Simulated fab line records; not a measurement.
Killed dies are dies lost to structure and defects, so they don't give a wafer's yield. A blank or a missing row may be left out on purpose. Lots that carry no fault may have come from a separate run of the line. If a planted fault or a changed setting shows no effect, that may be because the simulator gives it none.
Which tool is to blame? || flow sky130 || 45 wafers sampled from 15 lots at 1 step of a route of 708

== WHAT THE GAUGES READ, wafer by wafer ==
SKY_METAL1_OVL_MEAS_16. Usual: METAL1_OVL 3 nm, standard deviation 4.5.
{"lot": "L498", "measured": "day 33 07:56", "on": "overlay-01", "METAL1_OVL (nm)": "4 6 -2", "flag": ""}
{"lot": "L500", "measured": "day 33 15:20", "on": "overlay-01", "METAL1_OVL (nm)": "10 0 6", "flag": ""}
{"lot": "L504", "measured": "day 34 18:14", "on": "overlay-01", "METAL1_OVL (nm)": "7 5 1", "flag": ""}
{"lot": "L503", "measured": "day 34 19:43", "on": "overlay-01", "METAL1_OVL (nm)": "3 -2 0", "flag": ""}
{"lot": "L505", "measured": "day 35 01:08", "on": "overlay-02", "METAL1_OVL (nm)": "7 5 3", "flag": ""}
{"lot": "L506", "measured": "day 35 07:20", "on": "overlay-02", "METAL1_OVL (nm)": "-1 -1 0", "flag": ""}
{"lot": "L508", "measured": "day 36 07:29", "on": "overlay-01", "METAL1_OVL (nm)": "5 6 4", "flag": ""}
{"lot": "L509", "measured": "day 36 17:38", "on": "overlay-02", "METAL1_OVL (nm)": "-2 -1 -6", "flag": ""}
{"lot": "L510", "measured": "day 36 23:15", "on": "overlay-02", "METAL1_OVL (nm)": "-7 -3 -2", "flag": ""}
{"lot": "L512", "measured": "day 37 08:20", "on": "overlay-01", "METAL1_OVL (nm)": "2 -1 -2", "flag": ""}
{"lot": "L513", "measured": "day 37 13:14", "on": "overlay-01", "METAL1_OVL (nm)": "0 6 1", "flag": ""}
{"lot": "L518", "measured": "day 39 02:38", "on": "overlay-01", "METAL1_OVL (nm)": "5 4 8", "flag": ""}
{"lot": "L519", "measured": "day 39 10:17", "on": "overlay-01", "METAL1_OVL (nm)": "3 2 -2", "flag": ""}
{"lot": "L520", "measured": "day 39 12:01", "on": "overlay-01", "METAL1_OVL (nm)": "-1 -3 -1", "flag": ""}
{"lot": "L521", "measured": "day 39 23:17", "on": "overlay-01", "METAL1_OVL (nm)": "11 4 3", "flag": ""}

== WHAT TOOL EACH LOT RAN ON (gives the tool, then ch and the chambers of the sampled wafers, and finally the start) ==
Before these readings, the record contains no process step.

== AS READ BY THE TOOLS THEMSELVES (means over the sampled wafers that have a number; for cases with no such wafer, the mark the record gives instead) ==
The record holds no such reading with a usual standard deviation.

== THE ANSWER, worked out from the rows above alone ==
Rule: a lot counts as off when the mean over its wafers that have a number is more than 3 standard deviations away from the usual mean. A lot without any number at a reading at which 4 lots or more have one is off too. The other lots that the step has rows for count as sound. Order of review: gauges by route order, followed by the tools' own readings, for which a lot's mean as printed above is used. At the first step where some lot is off, the reading lying furthest off is the one used; lots without a number count as furthest.
Across all readings shown, no lot is off: no conclusion can be drawn from this.

== WHAT HAD BEEN PUT IN BY THE SIMULATOR ==
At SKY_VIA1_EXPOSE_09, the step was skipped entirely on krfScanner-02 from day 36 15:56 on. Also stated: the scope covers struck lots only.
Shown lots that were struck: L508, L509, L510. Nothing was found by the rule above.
